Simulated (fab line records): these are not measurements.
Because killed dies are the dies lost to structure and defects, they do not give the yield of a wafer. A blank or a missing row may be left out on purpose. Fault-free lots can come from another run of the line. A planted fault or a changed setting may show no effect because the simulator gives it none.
8D (eight disciplines) problem report, filled in by code :: flow gf180mcu :: the parts of the form that need people (team, actions taken, sign-off) are left out

1. WHAT WENT WRONG
V4_CVD_02_THK at GF_V4_THK_MEAS_03 reads a mean of 1204 nm on 4 wafers of 2 lots; wafers without a fault read 853 nm with a standard deviation of 9.2. That is +38 standard deviations from the usual mean.
Seen first at day 28 18:22 on film_metro-01, wafer L110.2. At this step, 33 wafers from 11 lots have a number in the record. The rule behind "out" and "out of limits": a value lying over 4 standard deviations away from the usual mean. Any other wafer with a number is counted as sound.

2. WHAT IT IS; WHAT IT IS NOT
question: which readings at this step
is: V4_CVD_02_THK
is not: -

question: which lots
is: L110, L112
is not: L100, L101, L103, L114, L115, L117, L994, L997, L999

question: which wafers of those lots
is: L110.2, L110.3, L112.3, L112.4
is not: L110.6, L112.1

question: read on which gauges
is: film_metro-01, film_metro-03
is not: film_metro-02

question: when
is: from day 28 18:22
is not: up to then (19 sound wafers); but 10 sound wafers of L112, L114, L115, L117 came after

3. THE SUSPECTS, EACH WITH WHAT RULES IT OUT
Counting: a tool at a process step up to the reading stays a suspect if it ran every lot that is out. Sound lots after the first of them don't rule it out here, since some wafers of a struck lot are sound.
- the gauge at GF_V4_THK_MEAS_03: ruled out. The wafers that are out were read on 2 gauges (film_metro-01, film_metro-03).
- pvd_sputter-04 at GF_M4_SPUTTER_04 (material TiN, target thk 50 nm, time 41.7 s): kept. Every lot that is out went through it, the first being L110 (day 27 22:35); the last sound lot it ran before that was L103 (day 26 04:06).
- pecvd-01 at GF_V4_CVD_02 (deposits SiO2 from TEOS, target thk 850 nm, time 94.851 s): kept. Every lot that is out went through it, the first being L110 (day 28 18:17); the last sound lot it ran before that was L101 (day 26 03:43).
Left after counting: pvd_sputter-04 at GF_M4_SPUTTER_04, pecvd-01 at GF_V4_CVD_02.

4. THE CAUSE (what the simulator had put in)
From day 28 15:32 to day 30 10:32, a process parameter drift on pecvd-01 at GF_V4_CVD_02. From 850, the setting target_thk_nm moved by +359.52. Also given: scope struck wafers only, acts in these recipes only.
Of the 2 suspects that counting leaves, this tool is one.

5. SEQUENCE OF EFFECTS, ordered by route
Rows list readings where the struck wafers' mean (over those with a number) sits beyond 3 standard deviations from the usual. Readings are gone through only where the record gives a usual standard deviation; hours: the median, over the lots, of the time from a lot's start at the first step in this table giving one to that lot's start at this step; sigmas: the change measured in usual standard deviations.
hours: 0
step: GF_V4_THK_MEAS_03
reading: V4_CVD_02_THK
usual: 853 nm
on struck wafers: 1204
change: +351
sigmas: +38

hours: 0
step: GF_V4_CMP_04
reading: time_to_endpoint_s
usual: 83 s
on struck wafers: 210
change: +126
sigmas: +30
Process steps it contains:
- GF_V4_CMP_04: polishes SiO2.

6. HOW IT WOULD HAVE BEEN CAUGHT EARLIER
Counted from the fault's start at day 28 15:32, it took 3 hours until the first out-of-limits reading at a measuring or inspecting step in this record, taken at day 28 18:22.
Tool readings at GF_V4_CVD_02 with a usual standard deviation given in the record: none out on any struck wafer, hence no alarm at a limit of 4 standard deviations on them.
Among the 2 lots that are out, L112 began GF_V4_CVD_02 on pecvd-01 after day 28 18:22. Had the tool been put on hold then, it would have been spared.
